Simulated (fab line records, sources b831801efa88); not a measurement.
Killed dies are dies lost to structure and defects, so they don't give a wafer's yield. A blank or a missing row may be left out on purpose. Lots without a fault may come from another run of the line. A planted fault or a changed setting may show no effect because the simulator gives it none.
fab line records | flow sky130
record lots=6 wafers=18 last_day=50
route steps=708 shown VT_ADJUST_LVTN@111 VT_ADJUST_NCORE@119 PAD_OPEN@708
lots that met no fault: from a run of the same line without faults
start_h: hours from the record's first day to the start of the lot's first wafer shown | wait_h: hours since the lot's step before | " the same as in the row above | L1.1+2: a row that stands for several wafers | - no value, or no start given | * or withheld: withheld | < > ~ a bound
route shown NAME@n: a module of which the file shows steps, and the number in the route of the first | usual: mean/standard deviation of fault-free wafers | same: alike in all rows | chamber/n: place in a boat | sites: the reading at each site | _std_site: their standard deviation | _edge_site: outer sites' mean less inner sites' | radius_mm: how far each site lies from the wafer's centre | mask NAME#n: copy n | behind: the tool/chamber that last shaped the wafer | hold: why the lot was held/for how many hours/how that ended | device: the transistor (n, p or np) that didn't switch | end of line: the same wafers' tests at the end of the route | a step without rows: its recipe alone | killed: dies lost to structure and defects at the first sort, not the wafer's yield | map: a wafer's dies, x killed, . not, _ none there
set.NAME: the setting as run; set.NAME@STEP: as run at that earlier step | model.NAME: the simulator's own value behind a step, which no gauge read
lots at some steps of the route; a table a step, a row a wafer
services: from which hour (start_h, from the record's first day; less than 0 if before it) a tool's chamber was out of use, for how many hours, and why
## steps
# step SKY_VT_ADJUST_LVTN_SOFTBAKE_14
# recipe temp_c=90 time_s=60 resist=NOVOLAK
# step SKY_VT_ADJUST_LVTN_EXPOSE_15
# recipe mask_id=HVN_STD_DERIVED na=0.6 source_shape=conventional sigma_outer=0.6 polarization=unpolarized target_cd_nm=600 dose_mj=163
# step SKY_VT_ADJUST_LVTN_PEB_16
# recipe temp_c=withheld time_s=* resist=NOVOLAK
# step SKY_VT_ADJUST_LVTN_DEVELOP_17
# recipe resist=NOVOLAK developer=TMAH develop_time_s=60 dev_temp_c=23
# step SKY_VT_ADJUST_LVTN_OVL_MEAS_18
# usual VT_ADJUST_LVTN_01_OVL=-0.1/1.4
# columns lot.wafer tool chamber start_h wait_h VT_ADJUST_LVTN_01_OVL[nm]
L358.4 overlay-01 - 159.28 0.1 -1.8
L358.5 " - " " -2.0
L358.6 " - " " -0.8
L362.1 overlay-01 - 190.03 0.1 -0.5
L362.4 " - " " -1.8
L362.6 " - " " 0.5
L371.4 overlay-01 - 248.11 0.1 -1.5
L371.5 " - " " -1.8
L371.6 " - " " -1.7
L375.2 overlay-01 - 280.49 0.1 2.7
L375.5 " - " " 2.2
L375.6 " - " " 0.7
L376.3 overlay-01 - 285.97 0.1 3.5
L376.4 " - " " 1.3
L376.5 " - " " 1.1
L378.2 overlay-02 - 294.14 0.1 -2.6
L378.4 " - " " -2.3
L378.5 " - " " -1.9
# step SKY_VT_ADJUST_LVTN_IMPLANT_19
# recipe species=B energy_kev=30 dose_cm2=6.5e+11 tilt_deg=withheld
# step SKY_VT_ADJUST_LVTN_STRIP_20
# recipe chemistry=O2/N2 power_w=1400 pressure_mtorr=1500 platen_temp_c=withheld o2_flow_sccm=3000 n2_flow_sccm=300 overash_fraction=0.5
# usual drypump_motor_current_A=5.36/0.17 oes_product_au=0.716/0.0042 strip_time_to_endpoint_s=14.18/0.039
# columns lot.wafer tool chamber start_h wait_h drypump_motor_current_A oes_product_au rf_hours_counter_h strip_time_to_endpoint_s
L358.4 plasma_asher-03 1 159.48 0.1 5.58 0.704 - 14.22
L358.5 " 1 " " 5.57 0.714 - 14.22
L358.6 " 0 " " 5.36 0.715 - 14.19
L362.1 plasma_asher-04 1 190.22 0.1 4.95 0.716 38 14.29
L362.4 " 0 " " 5.47 0.714 - 14.21
L362.6 " 0 " " 5.47 0.712 - 14.18
L371.4 plasma_asher-02 1 248.31 0.1 5.36 0.712 - 14.17
L371.5 " 0 " " 5.32 0.720 - 14.21
L371.6 " 1 " " 5.38 0.715 - 14.25
L375.2 plasma_asher-03 0 280.67 0.1 5.37 0.721 61 14.11
L375.5 " 1 " " 5.55 0.717 - 14.09
L375.6 " 0 " " 5.36 0.714 - 14.14
L376.3 plasma_asher-03 0 286.18 0.1 5.38 0.720 - 14.11
L376.4 " 1 " " 5.59 0.718 - 14.17
L376.5 " 0 " " 5.37 0.711 - 14.15
L378.2 plasma_asher-02 0 294.32 0.1 5.29 0.711 60 14.17
L378.4 " 1 " " 5.37 0.715 - 14.19
L378.5 " 0 " " 5.29 0.715 - 14.20
# step SKY_VT_ADJUST_LVTN_TW_MEAS_21
# usual VT_ADJUST_LVTN_2_TW=187.0/0.99
# columns lot.wafer tool chamber start_h wait_h VT_ADJUST_LVTN_2_TW
L358.4 film_metro-01 - 159.58 0.1 185.7
L358.5 " - " " 186.0
L358.6 " - " " 187.1
L362.1 film_metro-01 - 190.32 0.1 186.1
L362.4 " - " " 187.0
L362.6 " - " " 186.1
L371.4 film_metro-01 - 248.41 0.1 186.1
L371.5 " - " " 186.5
L371.6 " - " " 185.4
L375.2 film_metro-01 - 280.78 0.1 185.5
L375.5 " - " " 185.9
L375.6 " - " " 185.9
L376.3 film_metro-01 - 286.27 0.1 185.0
L376.4 " - " " 185.4
L376.5 " - " " 186.9
L378.2 film_metro-03 - 294.43 0.1 187.7
L378.4 " - " " 188.2
L378.5 " - " " 188.9
# step SKY_VT_ADJUST_NCORE_DEHYDRATE_00
# recipe temp_c=200 time_s=60
# step SKY_VT_ADJUST_NCORE_HMDS_01
# recipe prime_time_s=60 prime_temp_c=120
# step SKY_VT_ADJUST_NCORE_COAT_02
# recipe resist=NOVOLAK spin_rpm=3000 resist_thk_nm=1140
# step SKY_VT_ADJUST_NCORE_SOFTBAKE_03
# recipe temp_c=90 time_s=60 resist=NOVOLAK
# step SKY_VT_ADJUST_NCORE_EXPOSE_04
# recipe mask_id=LVTN_COMPLEMENT_THIN na=0.6 source_shape=conventional sigma_outer=0.6 polarization=unpolarized target_cd_nm=380 dose_mj=139
# usual reticle_temp_C=22.99/0.11 stage_vel_mm_s=499.95/0.28
# columns lot.wafer tool chamber start_h wait_h mask reticle_temp_C stage_vel_mm_s model.VT_ADJUST_NCORE.overlay_x_nm
L358.4 iline_stepper-01 0 169.89 - LVTN_COMPLEMENT_THIN#0 23.04 499.80 -1.406
L358.5 " 0 " " LVTN_COMPLEMENT_THIN#0 22.91 500.01 -1.406
L358.6 " 0 " " LVTN_COMPLEMENT_THIN#0 22.96 499.87 -1.406
L362.1 iline_stepper-02 0 200.03 - LVTN_COMPLEMENT_THIN#0 22.95 499.61 -1.389
L362.4 " 0 " " LVTN_COMPLEMENT_THIN#0 23.01 499.92 -1.389
L362.6 " 0 " " LVTN_COMPLEMENT_THIN#0 23.04 499.57 -1.389
L371.4 iline_stepper-01 0 260.51 - LVTN_COMPLEMENT_THIN#0 23.01 499.73 1.662
L371.5 " 0 " " LVTN_COMPLEMENT_THIN#0 23.10 500.04 1.662
L371.6 " 0 " " LVTN_COMPLEMENT_THIN#0 23.08 499.66 1.662
L375.2 iline_stepper-01 0 293.68 - LVTN_COMPLEMENT_THIN#0 23.13 500.11 2.805
L375.5 " 0 " " LVTN_COMPLEMENT_THIN#0 23.08 500.12 2.805
L375.6 " 0 " " LVTN_COMPLEMENT_THIN#0 23.06 499.62 2.805
L376.3 iline_stepper-02 0 299.05 - LVTN_COMPLEMENT_THIN#0 22.74 499.83 3.401
L376.4 " 0 " " LVTN_COMPLEMENT_THIN#0 22.86 500.15 3.401
L376.5 " 0 " " LVTN_COMPLEMENT_THIN#0 23.01 499.95 3.401
L378.2 iline_stepper-02 0 307.51 - LVTN_COMPLEMENT_THIN#0 22.91 499.75 -0.1926
L378.4 " 0 " " LVTN_COMPLEMENT_THIN#0 22.93 500.20 -0.1926
L378.5 " 0 " " LVTN_COMPLEMENT_THIN#0 22.94 500.11 -0.1926
# step SKY_VT_ADJUST_NCORE_PEB_05
# recipe temp_c=withheld time_s=* resist=NOVOLAK
# step SKY_PAD_OPEN_PROBE_99
# usual killed_at_M0_to_M3=43/7.2 killed_at_M4_up=3.0/1.7 killed_at_contacts=24/5.3 killed_at_front_end=15/4.6 killed_at_other=0.3/0.5 killed_dies=85/10 killed_open=46/7.2 killed_short=39/6.4
# same gross_dies=492 killed_at_back_side=0
# columns lot.wafer tool chamber start_h wait_h killed_at_M0_to_M3 killed_at_M4_up killed_at_contacts killed_at_front_end killed_at_other killed_dies killed_open killed_short
L358.4 prober-02 - 1068.15 0.2 43 2 23 21 0 89 51 38
L358.5 prober-02 - 1068.20 0.2 50 3 26 12 0 91 44 47
L358.6 prober-02 - 1068.25 0.2 27 3 29 10 2 71 38 33
L362.1 prober-02 - 1104.58 0.1 35 1 24 17 0 77 42 35
L362.4 prober-02 - 1104.73 0.2 49 4 32 22 0 107 51 56
L362.6 prober-02 - 1104.83 0.2 38 3 24 20 0 85 42 43
L371.4 prober-01 - 1153.89 0.2 46 2 24 11 1 84 40 44
L371.5 prober-01 - 1153.94 0.2 59 3 22 25 0 109 60 49
L371.6 prober-01 - 1153.99 0.2 53 5 16 16 0 90 54 36
L375.2 prober-01 - 1176.56 0.1 45 1 28 12 1 87 46 41
L375.5 prober-01 - 1176.71 0.2 51 4 27 11 0 93 53 40
L375.6 prober-01 - 1176.76 0.2 31 4 35 10 0 80 47 33
L376.3 prober-02 - 1179.33 0.2 48 3 26 13 0 90 43 47
L376.4 prober-02 - 1179.38 0.2 53 5 32 12 0 102 55 47
L376.5 prober-02 - 1179.43 0.2 40 6 28 10 0 84 46 38
L378.2 prober-02 - 1188.35 0.1 40 2 20 16 0 78 48 30
L378.4 prober-02 - 1188.45 0.2 53 2 21 9 0 85 47 38
L378.5 prober-02 - 1188.50 0.2 51 1 23 18 0 93 54 39
# killed by level:class
L358.4 CONTACT:geometric_particle:open=10 VIA1:geometric_particle:open=8 VIA2:geometric_particle:open=8 LI_CONTACT:geometric_particle:open=7 METAL1:geometric_particle:short=7 FIELD_ISO:geometric_particle:short=6 FIELD_ISO:geometric_particle:open=6 VIA1:geometric_particle:short=6
L358.5 VIA1:geometric_particle:open=13 METAL2:geometric_particle:short=12 CONTACT:geometric_particle:open=9 LI_CONTACT:geometric_particle:open=6 LOCAL_INTERCONNECT:geometric_particle:short=6 VIA2:geometric_particle:open=6 POLY_GATE:geometric_particle:short=4 VIA1:geometric_particle:short=4
L358.6 CONTACT:geometric_particle:open=10 VIA1:geometric_particle:open=8 CONTACT:geometric_particle:short=7 LI_CONTACT:geometric_particle:open=7 POLY_GATE:geometric_particle:short=4 LOCAL_INTERCONNECT:geometric_particle:short=4 VIA3:geometric_particle:short=4 VIA1:geometric_particle:short=3
L362.1 VIA1:geometric_particle:open=9 CONTACT:geometric_particle:open=8 VIA3:geometric_particle:open=6 LI_CONTACT:geometric_particle:open=6 POLY_GATE:geometric_particle:short=5 CONTACT:geometric_particle:short=5 METAL1:geometric_particle:short=5 FIELD_ISO:geometric_particle:open=4
L362.4 VIA1:geometric_particle:open=15 CONTACT:geometric_particle:open=11 CONTACT:geometric_particle:short=9 POLY_GATE:geometric_particle:short=8 POLY_GATE:geometric_particle:open=7 METAL1:geometric_particle:short=7 METAL2:geometric_particle:short=7 LI_CONTACT:geometric_particle:open=5
L362.6 CONTACT:geometric_particle:open=11 VIA1:geometric_particle:open=7 POLY_GATE:geometric_particle:open=6 CONTACT:geometric_particle:short=6 METAL1:geometric_particle:short=6 FIELD_ISO:geometric_particle:short=5 LI_CONTACT:geometric_particle:open=5 METAL2:geometric_particle:short=5
L371.4 CONTACT:geometric_particle:open=10 VIA2:geometric_particle:open=8 METAL1:geometric_particle:short=7 VIA1:geometric_particle:open=7 FIELD_ISO:geometric_particle:short=4 POLY_GATE:geometric_particle:short=4 VIA2:geometric_particle:short=4 LOCAL_INTERCONNECT:geometric_particle:short=4
L371.5 VIA1:geometric_particle:open=11 CONTACT:geometric_particle:open=10 VIA3:geometric_particle:open=10 METAL2:geometric_particle:short=7 METAL1:geometric_particle:short=7 FIELD_ISO:geometric_particle:short=6 VIA1:geometric_particle:short=5 POLY_GATE:geometric_particle:short=5
L371.6 VIA1:geometric_particle:open=15 VIA2:geometric_particle:open=11 VIA3:geometric_particle:short=7 FIELD_ISO:geometric_particle:open=6 CONTACT:geometric_particle:open=6 LI_CONTACT:geometric_particle:open=4 METAL2:geometric_particle:short=4 VIA3:geometric_particle:open=4
L375.2 CONTACT:geometric_particle:open=9 VIA1:geometric_particle:open=8 VIA3:geometric_particle:open=7 LI_CONTACT:geometric_particle:open=5 LOCAL_INTERCONNECT:geometric_particle:short=5 METAL1:geometric_particle:short=5 METAL2:geometric_particle:short=5 CONTACT:geometric_particle:short=4
L375.5 CONTACT:geometric_particle:open=12 VIA1:geometric_particle:open=11 METAL2:geometric_particle:short=10 VIA3:geometric_particle:open=7 VIA2:geometric_particle:open=6 LI_CONTACT:geometric_particle:open=5 LI_CONTACT:geometric_particle:short=4 VIA1:geometric_particle:short=4
L375.6 CONTACT:geometric_particle:open=13 LI_CONTACT:geometric_particle:open=7 VIA2:geometric_particle:open=7 VIA3:geometric_particle:open=7 VIA1:geometric_particle:open=6 CONTACT:geometric_particle:short=6 LOCAL_INTERCONNECT:geometric_particle:short=5 POLY_GATE:geometric_particle:open=4
L376.3 CONTACT:geometric_particle:open=12 VIA1:geometric_particle:open=11 FIELD_ISO:geometric_particle:short=7 CONTACT:geometric_particle:short=7 METAL3:geometric_particle:short=7 VIA2:geometric_particle:open=6 METAL2:geometric_particle:short=6 VIA3:geometric_particle:open=6
L376.4 METAL2:geometric_particle:short=12 LI_CONTACT:geometric_particle:open=11 VIA1:geometric_particle:open=11 VIA2:geometric_particle:open=7 CONTACT:geometric_particle:short=7 CONTACT:geometric_particle:open=7 VIA3:geometric_particle:open=7 VIA1:geometric_particle:short=5
L376.5 VIA1:geometric_particle:open=11 LI_CONTACT:geometric_particle:open=9 LOCAL_INTERCONNECT:geometric_particle:short=8 CONTACT:geometric_particle:open=8 VIA3:geometric_particle:open=7 METAL2:geometric_particle:short=5 METAL1:geometric_particle:short=5 VIA3:geometric_particle:short=4
L378.2 VIA1:geometric_particle:open=10 CONTACT:geometric_particle:open=8 VIA3:geometric_particle:open=8 FIELD_ISO:geometric_particle:open=7 VIA1:geometric_particle:short=5 FIELD_ISO:geometric_particle:short=4 LI_CONTACT:geometric_particle:open=4 METAL2:geometric_particle:open=4
L378.4 VIA1:geometric_particle:open=10 CONTACT:geometric_particle:open=7 METAL2:geometric_particle:short=7 LI_CONTACT:geometric_particle:open=6 VIA3:geometric_particle:open=6 METAL1:geometric_particle:open=5 VIA1:geometric_particle:short=5 LI_CONTACT:geometric_particle:short=4
L378.5 VIA1:geometric_particle:open=15 CONTACT:geometric_particle:open=9 VIA3:geometric_particle:open=7 VIA1:geometric_particle:short=6 CONTACT:geometric_particle:short=6 METAL1:geometric_particle:short=6 FIELD_ISO:geometric_particle:open=5 POLY_GATE:geometric_particle:short=5
## services
# columns tool chamber start_h hours kind
iline_stepper-01 - 142.28 0.9 repair
iline_stepper-01 - 210.84 1.7 pm
iline_stepper-02 - 264.45 1.7 pm
plasma_asher-04 - 277.38 2.3 repair
## key
first_sign none at tools or gauges
model_effect step=SKY_VT_ADJUST_NCORE_EXPOSE_04 value=VT_ADJUST_NCORE.overlay_x_nm without=-1.107 struck=2.234
met_at SKY_VT_ADJUST_NCORE_EXPOSE_04
struck_wafers L371.4,L371.5,L371.6,L375.2,L375.5,L375.6
tester_left_out L371,L375
onset_between 169.89 260.51
fault kind=scanner_matching_overlay tool=iline_stepper-01 chamber=- onset_h=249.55 steps=SKY_VT_ADJUST_NCORE_EXPOSE_04 offset=3.3405
# tester_left_out: of these lots the tester's yield and bins aren't shown, on N5 and GAA mostly nor the transistor test; their killed dies are dies lost to structure and defects alone, not to doping, threshold or leakage, so they don't give the yield
